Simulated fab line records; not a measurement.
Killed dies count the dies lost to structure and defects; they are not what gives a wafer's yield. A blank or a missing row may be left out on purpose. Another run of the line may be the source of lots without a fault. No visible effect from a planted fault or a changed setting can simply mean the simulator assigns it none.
What tool caused it? | flow gf180mcu | 42 wafers from 14 lots sampled at 3 of the route's 602 steps

WHAT THE GAUGES SHOWED, per wafer
GF_CONTACT_BOW_MEAS_05.
lot  | measured     | on           | CONTACT_BOW (um)
L201 | day 15 08:19 | filmMetro-01 | 60 67 63
L202 | day 15 17:57 | filmMetro-04 | 60 63 58
L203 | day 15 19:11 | filmMetro-04 | 57 65 67
L204 | day 16 03:53 | filmMetro-02 | 69 59 63
L205 | day 16 15:19 | filmMetro-01 | 62 63 61
L207 | day 17 10:56 | filmMetro-04 | 65 60 68
L209 | day 18 05:32 | filmMetro-02 | 74 66 71
L211 | day 18 20:49 | filmMetro-04 | 69 57 60
L212 | day 19 00:53 | filmMetro-02 | 67 67 65
L213 | day 19 14:25 | filmMetro-02 | 66 52 68
L215 | day 20 14:56 | filmMetro-02 | 75 65 71
L216 | day 20 16:28 | filmMetro-04 | 70 68 64
L223 | day 22 19:00 | filmMetro-02 | 65 63 71
L224 | day 23 05:07 | filmMetro-01 | 66 66 73

WHICH TOOL RAN EACH LOT (tool, then ch and the chambers of the sampled wafers, then the start)
lot  | GF_MVPSD_DEVELOP_06              | GF_MVPSD_STRIP_10
L201 | lithoTrack-01 ch 0, day 5 01:00  | plasmaAsher-02 ch 0,1, day 5 01:46
L202 | lithoTrack-01 ch 0, day 5 07:00  | plasmaAsher-02 ch 0,1, day 5 07:56
L203 | lithoTrack-02 ch 0, day 5 12:00  | plasmaAsher-02 ch 0,1, day 5 13:01
L204 | lithoTrack-01 ch 0, day 5 18:00  | plasmaAsher-02 ch 0,1, day 5 18:58
L205 | lithoTrack-02 ch 0, day 6 01:00  | plasmaAsher-03 ch 0, day 6 02:05
L207 | lithoTrack-02 ch 0, day 6 12:00  | plasmaAsher-01 ch 0, day 6 13:14
L209 | lithoTrack-03 ch 0, day 7 02:00  | plasmaAsher-02 ch 0,1, day 7 02:37
L211 | lithoTrack-03 ch 0, day 7 15:00  | plasmaAsher-01 ch 0,1, day 7 15:40
L212 | lithoTrack-03 ch 0, day 7 18:00  | plasmaAsher-01 ch 0,1, day 7 18:58
L213 | lithoTrack-03 ch 0, day 8 03:00  | plasmaAsher-01 ch 0,1, day 8 03:31
L215 | lithoTrack-01, day 8 14:00       | plasmaAsher-02 ch 0,1, day 8 14:52
L216 | lithoTrack-01, day 8 18:00       | plasmaAsher-03 ch 0,1, day 8 18:49
L223 | lithoTrack-03 ch 0, day 10 10:00 | plasmaAsher-03 ch 0,1, day 10 10:31
L224 | lithoTrack-03 ch 0, day 10 18:00 | plasmaAsher-01 ch 0,1, day 10 18:49
- GF_MVPSD_DEVELOP_06: develop time 60 s.
- GF_MVPSD_STRIP_10: strips in O2/N2.

WHAT THE TOOLS THEMSELVES READ (means of the sampled wafers that have a number; where no wafer has one, the mark that the record gives instead)
GF_MVPSD_DEVELOP_06.
lot  | tool          | chillPlateTempC (C)
L201 | lithoTrack-01 | 23.07
L202 | lithoTrack-01 | 22.91
L203 | lithoTrack-02 | 23.02
L204 | lithoTrack-01 | 23.09
L205 | lithoTrack-02 | 22.95
L207 | lithoTrack-02 | 22.93
L209 | lithoTrack-03 | 23.06
L211 | lithoTrack-03 | 22.98
L212 | lithoTrack-03 | 22.85
L213 | lithoTrack-03 | 23.01
L215 | lithoTrack-01 | -
L216 | lithoTrack-01 | -
L223 | lithoTrack-03 | 23.01
L224 | lithoTrack-03 | 23.08

GF_MVPSD_STRIP_10.
lot  | tool           | drypumpMotorCurrentA (A) | heaterPowerW (W) | oesProductAu (a.u.) | stripTimeToEndpointS (s)
L201 | plasmaAsher-02 | 5.7                      | 302              | 0.725               | 36.89
L202 | plasmaAsher-02 | 5.7                      | 300              | 0.725               | 36.84
L203 | plasmaAsher-02 | 5.3                      | 299              | 0.723               | 36.85
L204 | plasmaAsher-02 | 5.7                      | 302              | 0.723               | 36.93
L205 | plasmaAsher-03 | 5.6                      | 285              | 0.725               | 36.92
L207 | plasmaAsher-01 | 5.3                      | 316              | 0.720               | 36.97
L209 | plasmaAsher-02 | 5.7                      | 296              | 0.723               | 37.12
L211 | plasmaAsher-01 | 5.4                      | 328              | 0.719               | 36.93
L212 | plasmaAsher-01 | 5.4                      | 330              | 0.723               | 36.93
L213 | plasmaAsher-01 | 5.4                      | 327              | 0.724               | 36.94
L215 | plasmaAsher-02 | 5.7                      | 299              | 0.716               | 37.02
L216 | plasmaAsher-03 | 5.8                      | 292              | 0.722               | 37.02
L223 | plasmaAsher-03 | 5.8                      | 297              | 0.725               | 36.81
L224 | plasmaAsher-01 | 5.6                      | 339              | 0.721               | 36.88

THE ANSWER, worked out from the rows above alone
Rule: the lots themselves supply what counts as usual. Put in order of their means at a reading, lots are off if they are a third of the lots or fewer, leave a main group of 4 or more, and stand apart from it by a gap of 3 or more times the standard deviation of the main group's means; of several such gaps the widest counts. A main group whose means are all the same, to the digits that the tables above print for the reading, isn't used. Also off: a lot with no number at a reading for which 4 or more lots have one. The other lots that the step has rows for count as sound. After the gauges, taken in route order, come the tools' own readings; for these a lot's mean is taken, as printed above. The first step at which some lot is off is used, and at that step the reading that is off furthest; a lot without a number counts as furthest.
Off at GF_MVPSD_DEVELOP_06 (chillPlateTempC): L215, L216. Without a number there: L215, L216. Mean 23.00 C and standard deviation 0.072 in the main group.
A tool fits if, at that step or a process step before it, it ran every lot that is off, and no sound lot after the first of them. One fits: GF_MVPSD_DEVELOP_06 on lithoTrack-01. Its last sound lot is L204 (day 5 18:00), its first lot that is off L215 (day 8 14:00): a fault that began between those two fits.
Blank at GF_MVPSD_DEVELOP_06 on the lots that are off, where sound lots have numbers: chillPlateTempC.

WHAT WAS PUT IN BY THE SIMULATOR
Entire step skipped (lithoTrack-01, GF_MVPSD_DEVELOP_06), from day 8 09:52 onward. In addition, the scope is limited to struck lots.
Struck lots among those shown: L215, L216. The rule given above showed the same thing.
